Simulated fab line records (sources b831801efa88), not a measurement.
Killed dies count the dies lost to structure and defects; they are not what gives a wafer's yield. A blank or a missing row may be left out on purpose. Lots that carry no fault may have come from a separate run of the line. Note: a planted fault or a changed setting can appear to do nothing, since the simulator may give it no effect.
Which tool is to blame?    flow sky130    route of 708 steps, sampled at 1 step: 7 lots, 21 wafers

== WHAT THE GAUGES SHOWED, per wafer ==
SKY_FIELD_ISO_BOW_MEAS_00.
lot   measured     on             INCOMING_BOW (um)
L853  day 1 15:00  film-metro-04  7 -5 -3
L857  day 2 11:01  film-metro-03  7 -6 14
L860  day 3 02:00  film-metro-04  -3 6 -3
L862  day 3 12:00  film-metro-04  -4 -3 -7
L868  day 4 18:00  film-metro-03  -2 -1 -12
L873  day 5 19:01  film-metro-01  -11 0 3
L875  day 6 05:01  film-metro-03  2 -2 -8

== EACH LOT AND THE TOOL THAT RAN IT (in order: tool; ch and the chambers of the sampled wafers; start) ==
There is no process step in the record ahead of these readings.

== THE ANSWER, worked out from the rows above alone ==
Rule: the lots themselves supply what counts as usual. The widest of any qualifying gaps counts: lots, ordered by their means at a reading, are off when they make up no more than a third of the lots, leave a main group of 4 or more, and stand apart from it by 3 or more times the standard deviation of that group's means. A main group is skipped when, at the precision printed for the reading in the tables above, its means are all equal. Also off: a lot with no number at a reading for which 4 or more lots have one. Any other lot the step has rows for is counted as sound.
No lot is off at any reading shown: from this, nothing can be told.

== WHAT THE SIMULATOR PUT IN ==
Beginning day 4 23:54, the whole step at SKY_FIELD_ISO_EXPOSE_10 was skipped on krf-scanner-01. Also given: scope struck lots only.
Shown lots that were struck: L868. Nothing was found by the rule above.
